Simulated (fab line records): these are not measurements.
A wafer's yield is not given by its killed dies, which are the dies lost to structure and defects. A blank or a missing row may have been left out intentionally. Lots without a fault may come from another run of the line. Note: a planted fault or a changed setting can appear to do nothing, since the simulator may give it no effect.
fab line records	flow sky130	part 1 of 2: steps 1 to 28 of 37
record lots=5	wafers=15	last_day=50
route steps=708 shown VIA1@470 METAL2@483
lots with no fault: from the same line, run without faults
start_h: the number of hours between the record's first day and the start of the first shown wafer of the lot	wait_h: hours since the lot's step before	" as in the row above	L1.1+2: one row covering several wafers at once	- no value present, or no start provided	* or withheld: withheld	< > ~ a bound
route shown NAME@n: names a module that has steps shown in the file, with the first one's number in the route	usual: mean/standard deviation taken from wafers without a fault	same: alike in all rows	chamber/n: place in a boat	sites: readings site by site	_std_site: standard deviation across them	_edge_site: outer sites' mean less inner sites'	radius_mm: for every site, how far away it sits from the centre of the wafer	mask NAME#n: copy n	behind: the most recent tool/chamber to have shaped the wafer	hold: cause of the lot's hold/its duration in hours/its outcome	device: the n, p or np transistor that did not switch	end of line: the same wafers' tests at the end of the route	a step with no rows: only its recipe	killed: not the wafer's yield, but the dies lost to structure and defects at the first sort	map: dies across one wafer; x = killed, . = not, _ = none there
set.NAME: setting as actually run; set.NAME@STEP: the setting as run at that earlier step	model.NAME: the simulator's own value behind a step, which no gauge read
certain route steps with their lots: each step a table, each wafer a row
services: when a tool's chamber went out of use (start_h, in hours from the record's first day, below 0 if earlier), for how many hours, and the reason
## steps
# step SKY_VIA1_CD_MEAS_12
# recipe target_cd_nm=150
# usual cd_nm=149.2/1.6
lot.wafer	tool	chamber	start_h	wait_h	cd_nm
L077.2	cd_sem-01	-	813.57	-	149.2
L077.3	"	-	"	"	146.0
L077.5	"	-	"	"	148.1
L081.1	cd_sem-02	-	844.79	-	149.4
L081.2	"	-	"	"	149.1
L081.3	"	-	"	"	150.2
L085.1	cd_sem-02	-	870.74	-	149.7
L085.3	"	-	"	"	148.8
L085.6	"	-	"	"	146.8
L091.1	cd_sem-01	-	915.29	-	148.9
L091.3	"	-	"	"	149.1
L091.5	"	-	"	"	146.8
L097.3	cd_sem-01	-	952.38	-	148.8
L097.4	"	-	"	"	151.0
L097.5	"	-	"	"	151.1
# step SKY_VIA1_OVL_MEAS_13
# usual VIA1_OVL=2/5.5
lot.wafer	tool	chamber	start_h	wait_h	VIA1_OVL[nm]
L077.2	overlay-01	-	813.67	0.1	6
L077.3	"	-	"	"	2
L077.5	"	-	"	"	5
L081.1	overlay-01	-	844.91	0.1	-1
L081.2	"	-	"	"	-4
L081.3	"	-	"	"	-4
L085.1	overlay-02	-	870.86	0.1	8
L085.3	"	-	"	"	5
L085.6	"	-	"	"	0
L091.1	overlay-02	-	915.41	0.1	3
L091.3	"	-	"	"	1
L091.5	"	-	"	"	7
L097.3	overlay-01	-	952.47	0.1	18
L097.4	"	-	"	"	7
L097.5	"	-	"	"	13
# step SKY_VIA1_ETCH_14
# recipe chemistry=N2/H2	target=BARC	ion_energy_ev=200	source_w=500	bias_w=100	pressure_mtorr=30	n2_flow_sccm=100	h2_flow_sccm=200	stop_on=SiO2	time_s=45.9	target_depth_a=600
# usual drypump_motor_current_A=5.9/0.49	oes_product_au=0.855/0.0054	throttle_valve_pct=13.225/0.0095
lot.wafer	tool	chamber	start_h	wait_h	drypump_motor_current_A	oes_product_au	rf_hours_counter_h	throttle_valve_pct
L077.2	rie_diel-04	3	813.70	0.0	5.9	0.851	5	13.230
L077.3	"	1	"	"	6.3	0.854	4	13.215
L077.5	"	2	"	"	5.6	0.862	-	13.252
L081.1	rie_diel-02	3	844.94	0.0	6.4	0.862	25	13.222
L081.2	"	1	"	"	5.9	0.857	17	13.231
L081.3	"	0	"	"	6.1	0.860	1	13.218
L085.1	rie_diel-03	1	870.89	0.0	5.6	0.860	15	13.224
L085.3	"	2	"	"	6.0	0.853	1	13.234
L085.6	"	0	"	"	5.3	0.858	-	13.227
L091.1	rie_diel-04	1	915.44	0.0	6.2	0.866	6	13.217
L091.3	"	0	"	"	6.0	0.852	19	13.206
L091.5	"	3	"	"	5.8	0.851	-	13.233
L097.3	rie_diel-02	2	952.49	0.0	6.6	0.848	21	13.229
L097.4	"	1	"	"	5.9	0.854	21	13.229
L097.5	"	0	"	"	6.1	0.852	-	13.226
# step SKY_VIA1_ETCH_15
# recipe target=SiO2	chemistry=C4F8/O2/Ar	target_depth_nm=351	stop_on=TiN	mask_material=KrF-thick	source_w=1500	bias_w=1200	pressure_mtorr=40	c4f8_flow_sccm=withheld	O2_flow_sccm=6	Ar_flow_sccm=300	time_s=54
# usual oes_product_au=0.981/0.0054
lot.wafer	tool	chamber	start_h	wait_h	oes_product_au	rf_hours_counter_h
L077.2	rie_diel-04	3	813.75	0.0	0.984	5
L077.3	"	1	"	"	0.980	4
L077.5	"	2	"	"	0.987	-
L081.1	rie_diel-02	3	844.99	0.0	0.990	25
L081.2	"	1	"	"	0.989	17
L081.3	"	0	"	"	0.982	1
L085.1	rie_diel-03	1	870.94	0.0	0.989	15
L085.3	"	2	"	"	0.981	1
L085.6	"	0	"	"	0.973	-
L091.1	rie_diel-04	1	915.49	0.0	0.987	6
L091.3	"	0	"	"	0.978	19
L091.5	"	3	"	"	0.984	-
L097.3	rie_diel-02	2	952.54	0.0	0.983	21
L097.4	"	1	"	"	0.991	21
L097.5	"	0	"	"	0.979	-
# step SKY_VIA1_STRIP_16
# recipe chemistry=O2/N2	power_w=1400	pressure_mtorr=1500	platen_temp_c=withheld	o2_flow_sccm=3000	n2_flow_sccm=300	overash_fraction=0.5
# usual drypump_motor_current_A=5.6/0.41	oes_product_au=0.414/0.0043	strip_time_to_endpoint_s=4.461/0.021
lot.wafer	tool	chamber	start_h	wait_h	drypump_motor_current_A	oes_product_au	rf_hours_counter_h	strip_time_to_endpoint_s
L077.2	plasma_asher-04	0	813.79	0.0	5.6	0.410	67	4.466
L077.3	"	0	"	"	5.6	0.417	-	4.499
L077.5	"	0	"	"	5.6	0.420	-	4.470
L081.1	plasma_asher-01	0	845.03	0.0	5.2	0.407	100	4.462
L081.2	"	1	"	"	5.8	0.411	100	4.455
L081.3	"	0	"	"	5.2	0.423	-	4.459
L085.1	plasma_asher-01	0	870.98	0.0	5.2	0.418	102	4.484
L085.3	"	1	"	"	5.8	0.417	-	4.477
L085.6	"	0	"	"	5.2	0.410	-	4.461
L091.1	plasma_asher-01	1	915.53	0.0	5.8	0.419	107	4.445
L091.3	"	1	"	"	5.9	0.411	-	4.442
L091.5	"	0	"	"	5.2	0.414	-	4.435
L097.3	plasma_asher-01	1	952.62	0.1	5.8	0.417	-	4.460
L097.4	"	0	"	"	5.2	0.415	-	4.437
L097.5	"	0	"	"	5.2	0.414	-	4.444
# step SKY_VIA1_STRIP_17
# recipe chemistry=post_etch_residue_remover	time_s=1200	temp_c=72.5
lot.wafer	tool	chamber	start_h	wait_h
L077.2+3+5	wet_bench-02	0	813.89	0.1
L081.1+2+3	wet_bench-03	2	845.13	0.1
L085.1+3+6	wet_bench-01	0	871.08	0.1
L091.1+3+5	wet_bench-03	1	915.63	0.1
L097.3+4+5	wet_bench-02	3	952.68	0.0
# step SKY_VIA1_CLEAN_18
# recipe chemistry=IPA	time_s=180	temp_c=25
lot.wafer	tool	chamber	start_h	wait_h
L077.2+3+5	wet_bench-01	1	814.23	0.0
L081.1+2+3	wet_bench-02	2	845.54	0.0
L085.1+3+6	wet_bench-03	1	871.49	0.0
L091.1+3+5	wet_bench-02	3	915.98	0.0
L097.3+4+5	wet_bench-03	3	953.03	0.0
# step SKY_VIA1_CLEAN_19
# recipe chemistry=O3/DIW	dry=n2_spin
lot.wafer	tool	chamber	start_h	wait_h
L077.2+3+5	wet_bench-02	1	814.29	0.0
L081.1+2+3	wet_bench-01	1	845.60	0.0
L085.1+3+6	wet_bench-01	3	871.55	0.0
L091.1+3+5	wet_bench-01	3	916.03	0.0
L097.3+4+5	wet_bench-01	3	953.09	0.0
# step SKY_VIA1_SPUTTER_20
# recipe material=TiN	target_thk_nm=20	chamber_pressure_pa=5	power_w=4000	time_s=80
# usual throttle_valve_pct=29.8/1.1
lot.wafer	tool	chamber	start_h	wait_h	throttle_valve_pct
L077.2	pvd_sputter-04	-	814.38	0.0	28.6
L077.3	"	-	"	"	30.4
L077.5	"	-	"	"	30.7
L081.1	pvd_sputter-03	-	845.69	0.0	28.6
L081.2	"	-	"	"	30.0
L081.3	"	-	"	"	29.7
L085.1	pvd_sputter-03	-	871.67	0.0	29.9
L085.3	"	-	"	"	28.9
L085.6	"	-	"	"	29.7
L091.1	pvd_sputter-04	-	916.13	0.0	28.5
L091.3	"	-	"	"	31.7
L091.5	"	-	"	"	30.7
L097.3	pvd_sputter-04	-	953.18	0.0	31.5
L097.4	"	-	"	"	28.9
L097.5	"	-	"	"	31.5
# step SKY_VIA1_CVD_21
# recipe material=W	target_thk_nm=270	time_s=80.902	temp_c=400	pressure_torr=40
# usual chamber_pressure_Torr=40.00/0.083	heater_power_w=782/58
lot.wafer	tool	chamber	start_h	wait_h	chamber_pressure_Torr	heater_power_w
L077.2	cvd_w-02	1	814.45	0.0	40.14	849
L077.3	"	0	"	"	40.18	900
L077.5	"	1	"	"	39.82	825
L081.1	cvd_w-01	0	845.75	0.0	40.08	700
L081.2	"	1	"	"	39.92	771
L081.3	"	0	"	"	40.08	705
L085.1	cvd_w-02	1	871.73	0.0	40.05	832
L085.3	"	0	"	"	40.01	853
L085.6	"	1	"	"	40.11	822
L091.1	cvd_w-01	1	916.19	0.0	40.17	797
L091.3	"	1	"	"	40.18	766
L091.5	"	0	"	"	40.00	697
L097.3	cvd_w-01	1	953.27	0.1	39.94	767
L097.4	"	0	"	"	40.05	716
L097.5	"	0	"	"	40.13	714
# step SKY_VIA1_RS_MEAS_22
# recipe thk_meas_gauge=four-point-probe	reads=W_of_VIA1_CVD_21+TiN_of_VIA1_SPUTTER_20
# usual VIA1_W_RS=0.424/0.0061
lot.wafer	tool	chamber	start_h	wait_h	VIA1_W_RS[ohm/sq]
L077.2	film_metro-01	-	814.56	0.1	0.423
L077.3	"	-	"	"	0.405
L077.5	"	-	"	"	0.425
L081.1	film_metro-01	-	845.84	0.1	0.429
L081.2	"	-	"	"	0.428
L081.3	"	-	"	"	0.427
L085.1	film_metro-04	-	871.82	0.1	0.432
L085.3	"	-	"	"	0.414
L085.6	"	-	"	"	0.431
L091.1	film_metro-03	-	916.28	0.1	0.426
L091.3	"	-	"	"	0.425
L091.5	"	-	"	"	0.428
L097.3	film_metro-03	-	953.37	0.1	0.425
L097.4	"	-	"	"	0.430
L097.5	"	-	"	"	0.424
# step SKY_VIA1_THK_MEAS_23
# recipe thk_meas_gauge=xrf	reads=W_of_VIA1_CVD_21
# usual VIA1_W_THK=271/4.1
lot.wafer	tool	chamber	start_h	wait_h	VIA1_W_THK[nm]
L077.2	film_metro-01	-	814.67	0.1	270
L077.3	"	-	"	"	281
L077.5	"	-	"	"	269
L081.1	film_metro-01	-	845.96	0.1	266
L081.2	"	-	"	"	265
L081.3	"	-	"	"	265
L085.1	film_metro-04	-	871.94	0.1	265
L085.3	"	-	"	"	275
L085.6	"	-	"	"	267
L091.1	film_metro-03	-	916.40	0.1	271
L091.3	"	-	"	"	275
L091.5	"	-	"	"	272
L097.3	film_metro-03	-	953.47	0.1	271
L097.4	"	-	"	"	269
L097.5	"	-	"	"	273
# step SKY_VIA1_CMP_24
# recipe stop_on=SiO2	t_overpolish_s=15	down_force_psi=3.5	platen_rpm=60	target_thk_nm=0	pad_velocity_m_s=0.94248
# usual motor_current_A=11.7/1.2	overpolish_run_s=15.000/0.0089	retaining_ring_pressure_frac=1.000/0.0051	time_to_endpoint_s=66.3/2.6
lot.wafer	tool	chamber	start_h	wait_h	motor_current_A	overpolish_run_s	retaining_ring_pressure_frac	time_to_endpoint_s
L077.2	cmp-02	2	814.82	0.1	13.9	15.003	0.998	62.2
L077.3	"	3	"	"	11.7	14.987	1.005	65.6
L077.5	"	0	"	"	11.6	14.994	0.996	66.8
L081.2	cmp-02	0	846.02	0.0	11.2	14.998	0.998	67.2
L081.3	"	1	"	"	12.9	15.004	0.998	72.7
L081.1	"	3	"	"	12.0	14.988	1.001	65.3
L085.1	cmp-01	2	872.00	0.1	10.7	14.998	0.998	66.0
L085.3	"	1	"	"	10.9	15.002	1.002	67.0
L085.6	"	2	"	"	10.5	14.994	1.000	64.8
L091.3	cmp-02	0	916.46	0.0	11.6	14.989	0.994	62.3
L091.1	"	1	"	"	12.9	14.994	0.990	65.9
L091.5	"	0	"	"	12.0	14.999	1.001	62.6
L097.3	cmp-01	2	953.56	0.1	10.8	14.984	0.994	68.7
L097.4	"	3	"	"	10.1	15.004	1.004	66.8
L097.5	"	2	"	"	10.1	15.009	0.998	69.5
# step SKY_METAL2_SPUTTER_00
# recipe material=Ti	target_thk_nm=15	power_w=3000	time_s=10	chamber_pressure_pa=0.4
# usual throttle_valve_pct=30.3/1.2
lot.wafer	tool	chamber	start_h	wait_h	throttle_valve_pct
L077.2	pvd_sputter-02	-	815.02	0.1	29.5
L077.3	"	-	"	"	29.8
L077.5	"	-	"	"	30.4
L081.1	pvd_sputter-01	-	846.32	0.1	31.7
L081.2	"	-	"	"	30.1
L081.3	"	-	"	"	31.1
L085.1	pvd_sputter-01	-	872.30	0.2	30.6
L085.3	"	-	"	"	31.6
L085.6	"	-	"	"	28.8
L091.1	pvd_sputter-02	-	916.76	0.2	29.6
L091.3	"	-	"	"	29.5
L091.5	"	-	"	"	30.4
L097.3	pvd_sputter-04	-	953.81	0.2	30.6
L097.4	"	-	"	"	28.9
L097.5	"	-	"	"	28.9
# step SKY_METAL2_SPUTTER_01
# recipe material=TiN	target_thk_nm=20	power_w=6500	time_s=16.7	chamber_pressure_pa=0.4
# usual throttle_valve_pct=30.3/1.2
lot.wafer	tool	chamber	start_h	wait_h	throttle_valve_pct
L077.2	pvd_sputter-02	-	815.04	0.0	29.6
L077.3	"	-	"	"	29.6
L077.5	"	-	"	"	30.1
L081.1	pvd_sputter-01	-	846.35	0.0	31.8
L081.2	"	-	"	"	30.3
L081.3	"	-	"	"	31.1
L085.1	pvd_sputter-01	-	872.32	0.0	30.2
L085.3	"	-	"	"	32.1
L085.6	"	-	"	"	28.9
L091.1	pvd_sputter-02	-	916.78	0.0	29.7
L091.3	"	-	"	"	29.6
L091.5	"	-	"	"	30.0
L097.3	pvd_sputter-04	-	953.84	0.0	30.6
L097.4	"	-	"	"	28.5
L097.5	"	-	"	"	28.7
# step SKY_METAL2_SPUTTER_02
# recipe material=AlCu	target_thk_nm=250	power_w=10600	time_s=13.3	chamber_pressure_pa=0.4
# usual throttle_valve_pct=30.3/1.2
lot.wafer	tool	chamber	start_h	wait_h	throttle_valve_pct
L077.2	pvd_sputter-02	-	815.07	0.0	29.6
L077.3	"	-	"	"	29.4
L077.5	"	-	"	"	30.2
L081.1	pvd_sputter-01	-	846.37	0.0	32.0
L081.2	"	-	"	"	30.3
L081.3	"	-	"	"	30.7
L085.1	pvd_sputter-01	-	872.35	0.0	30.5
L085.3	"	-	"	"	31.7
L085.6	"	-	"	"	28.7
L091.1	pvd_sputter-02	-	916.81	0.0	29.6
L091.3	"	-	"	"	29.6
L091.5	"	-	"	"	30.0
L097.3	pvd_sputter-04	-	953.87	0.0	30.4
L097.4	"	-	"	"	28.5
L097.5	"	-	"	"	28.4
# step SKY_METAL2_SPUTTER_03
# recipe material=Ti	target_thk_nm=5	power_w=3000	time_s=3.3	chamber_pressure_pa=0.4
# usual throttle_valve_pct=30.3/1.2
lot.wafer	tool	chamber	start_h	wait_h	throttle_valve_pct
L077.2	pvd_sputter-02	-	815.09	0.0	29.6
L077.3	"	-	"	"	29.6
L077.5	"	-	"	"	30.1
L081.1	pvd_sputter-01	-	846.40	0.0	31.9
L081.2	"	-	"	"	30.2
L081.3	"	-	"	"	31.0
L085.1	pvd_sputter-01	-	872.37	0.0	30.2
L085.3	"	-	"	"	32.0
L085.6	"	-	"	"	28.9
L091.1	pvd_sputter-02	-	916.83	0.0	29.4
L091.3	"	-	"	"	29.8
L091.5	"	-	"	"	30.3
L097.3	pvd_sputter-04	-	953.90	0.0	30.8
L097.4	"	-	"	"	28.3
L097.5	"	-	"	"	28.6
# step SKY_METAL2_SPUTTER_04
# recipe material=TiN	target_thk_nm=70	power_w=6500	time_s=58.3	chamber_pressure_pa=0.4
# usual throttle_valve_pct=30.3/1.2
lot.wafer	tool	chamber	start_h	wait_h	throttle_valve_pct
L077.2	pvd_sputter-02	-	815.11	0.0	29.9
L077.3	"	-	"	"	29.6
L077.5	"	-	"	"	30.4
L081.1	pvd_sputter-01	-	846.41	0.0	31.8
L081.2	"	-	"	"	30.3
L081.3	"	-	"	"	31.1
L085.1	pvd_sputter-01	-	872.39	0.0	30.4
L085.3	"	-	"	"	31.9
L085.6	"	-	"	"	28.8
L091.1	pvd_sputter-02	-	916.85	0.0	29.7
L091.3	"	-	"	"	29.3
L091.5	"	-	"	"	29.9
L097.3	pvd_sputter-04	-	953.92	0.0	30.6
L097.4	"	-	"	"	28.1
L097.5	"	-	"	"	28.6
# step SKY_METAL2_RS_MEAS_05
# recipe thk_meas_gauge=four-point-probe	reads=TiN_of_METAL2_SPUTTER_04+Ti_of_METAL2_SPUTTER_03+AlCu_of_METAL2_SPUTTER_02+TiN_of_METAL2_SPUTTER_01+Ti_of_METAL2_SPUTTER_00
# usual METAL2_ALCU_RS=0.1268/0.0013
lot.wafer	tool	chamber	start_h	wait_h	METAL2_ALCU_RS[ohm/sq]
L077.2	film_metro-01	-	815.18	0.0	0.1270
L077.3	"	-	"	"	0.1279
L077.5	"	-	"	"	0.1275
L081.1	film_metro-01	-	846.46	0.0	0.1260
L081.2	"	-	"	"	0.1258
L081.3	"	-	"	"	0.1262
L085.1	film_metro-02	-	872.44	0.0	0.1261
L085.3	"	-	"	"	0.1261
L085.6	"	-	"	"	0.1269
L091.1	film_metro-01	-	916.90	0.0	0.1268
L091.3	"	-	"	"	0.1254
L091.5	"	-	"	"	0.1265
L097.3	film_metro-04	-	954.01	0.1	0.1307
L097.4	"	-	"	"	0.1289
L097.5	"	-	"	"	0.1288
# step SKY_METAL2_THK_MEAS_06
# recipe thk_meas_gauge=xrf	reads=AlCu_of_METAL2_SPUTTER_02
# usual METAL2_ALCU_THK=249.5/2.9
lot.wafer	tool	chamber	start_h	wait_h	METAL2_ALCU_THK[nm]
L077.2	film_metro-01	-	815.29	0.1	247.2
L077.3	"	-	"	"	246.2
L077.5	"	-	"	"	248.7
L081.1	film_metro-01	-	846.58	0.1	253.5
L081.2	"	-	"	"	251.0
L081.3	"	-	"	"	249.1
L085.1	film_metro-02	-	872.56	0.1	252.0
L085.3	"	-	"	"	252.1
L085.6	"	-	"	"	252.0
L091.1	film_metro-01	-	917.02	0.1	249.8
L091.3	"	-	"	"	252.7
L091.5	"	-	"	"	250.1
L097.3	film_metro-04	-	954.11	0.1	240.7
L097.4	"	-	"	"	242.8
L097.5	"	-	"	"	246.2
# step SKY_METAL2_DEHYDRATE_07
# recipe temp_c=200	time_s=60
lot.wafer	tool	chamber	start_h	wait_h
L077.2+3+5	litho_track-02	0	827.79	12.5
L081.1+2+3	litho_track-04	0	858.94	12.3
L085.1+3+6	litho_track-01	0	883.83	11.3
L091.1+3+5	litho_track-01	0	928.58	11.6
L097.3+4+5	litho_track-01	0	965.58	11.5
# step SKY_METAL2_HMDS_08
# recipe prime_time_s=60	prime_temp_c=120
# usual prime_temp_c=120.02/0.14
lot.wafer	tool	chamber	start_h	wait_h	prime_temp_c
L077.2	litho_track-02	0	827.94	0.1	119.92
L077.3	"	0	"	"	120.08
L077.5	"	0	"	"	119.96
L081.1	litho_track-04	0	859.09	0.1	119.99
L081.2	"	0	"	"	120.08
L081.3	"	0	"	"	120.18
L085.1	litho_track-01	0	883.98	0.1	119.96
L085.3	"	0	"	"	119.98
L085.6	"	0	"	"	119.84
L091.1	litho_track-01	0	928.73	0.1	120.09
L091.3	"	0	"	"	120.06
L091.5	"	0	"	"	120.19
L097.3	litho_track-01	0	965.73	0.1	120.23
L097.4	"	0	"	"	120.03
L097.5	"	0	"	"	120.17
# step SKY_METAL2_COAT_09
# recipe resist=BARC	temp_c=withheld	time_s=withheld	spin_rpm=3000	resist_thk_nm=60
lot.wafer	tool	chamber	start_h	wait_h
L077.2+3+5	litho_track-02	0	828.09	0.1
L081.1+2+3	litho_track-04	0	859.24	0.1
L085.1+3+6	litho_track-01	0	884.13	0.1
L091.1+3+5	litho_track-01	0	928.88	0.1
L097.3+4+5	litho_track-01	0	965.88	0.1
# step SKY_METAL2_COAT_10
# recipe resist=KrF-thick	spin_rpm=3000	resist_thk_nm=450
lot.wafer	tool	chamber	start_h	wait_h
L077.2+3+5	litho_track-02	0	-	-
L081.1+2+3	litho_track-04	0	-	-
L085.1+3+6	litho_track-01	0	-	-
L091.1+3+5	litho_track-01	0	-	-
L097.3+4+5	litho_track-01	0	-	-
# step SKY_METAL2_SOFTBAKE_11
# recipe temp_c=100	time_s=90	resist=KrF-thick
lot.wafer	tool	chamber	start_h	wait_h
L077.2+3+5	litho_track-02	0	-	-
L081.1+2+3	litho_track-04	0	-	-
L085.1+3+6	litho_track-01	0	-	-
L091.1+3+5	litho_track-01	0	-	-
L097.3+4+5	litho_track-01	0	-	-
# step SKY_METAL2_EXPOSE_12
# recipe mask_id=MM2	na=0.8	source_shape=annular	sigma_inner=0.55	sigma_outer=0.85	target_cd_nm=140	dose_mj=28
# usual exposure_dose_mJ_cm2=27.92/0.031	focus_offset_nm=0.1/0.56
lot.wafer	tool	chamber	start_h	wait_h	mask	exposure_dose_mJ_cm2	focus_offset_nm
L077.2	krf_scanner-01	0	-	-	MM2#0	27.96	0.0
L077.3	"	0	"	"	MM2#0	27.95	-0.2
L077.5	"	0	"	"	MM2#0	27.97	-0.2
L081.1	krf_scanner-02	0	-	-	MM2#0	27.90	-0.8
L081.2	"	0	"	"	MM2#0	27.93	-1.0
L081.3	"	0	"	"	MM2#0	27.94	-0.2
L085.1	krf_scanner-01	0	-	-	MM2#0	27.90	-0.4
L085.3	"	0	"	"	MM2#0	27.90	0.2
L085.6	"	0	"	"	MM2#0	27.87	-0.4
L091.1	krf_scanner-02	0	-	-	MM2#0	27.90	-0.1
L091.3	"	0	"	"	MM2#0	27.92	0.9
L091.5	"	0	"	"	MM2#0	27.94	0.5
L097.3	krf_scanner-01	0	-	-	MM2#0	27.90	0.4
L097.4	"	0	"	"	MM2#0	27.92	-0.1
L097.5	"	0	"	"	MM2#0	27.88	0.6
# step SKY_METAL2_PEB_13
# recipe peb_temp_c=withheld	peb_time_s=withheld	resist=KrF-thick
lot.wafer	tool	chamber	start_h	wait_h
L077.2+3+5	litho_track-04	0	-	-
L081.1+2+3	litho_track-01	0	-	-
L085.1+3+6	litho_track-01	0	-	-
L091.1+3+5	litho_track-04	0	-	-
L097.3+4+5	litho_track-01	0	-	-
# step SKY_METAL2_DEVELOP_14
# recipe develop_time_s=60	resist=KrF-thick	dev_temp_c=21
lot.wafer	tool	chamber	start_h	wait_h
L077.2+3+5	litho_track-04	0	-	-
L081.1+2+3	litho_track-01	0	-	-
L085.1+3+6	litho_track-01	0	-	-
L091.1+3+5	litho_track-04	0	-	-
L097.3+4+5	litho_track-01	0	-	-
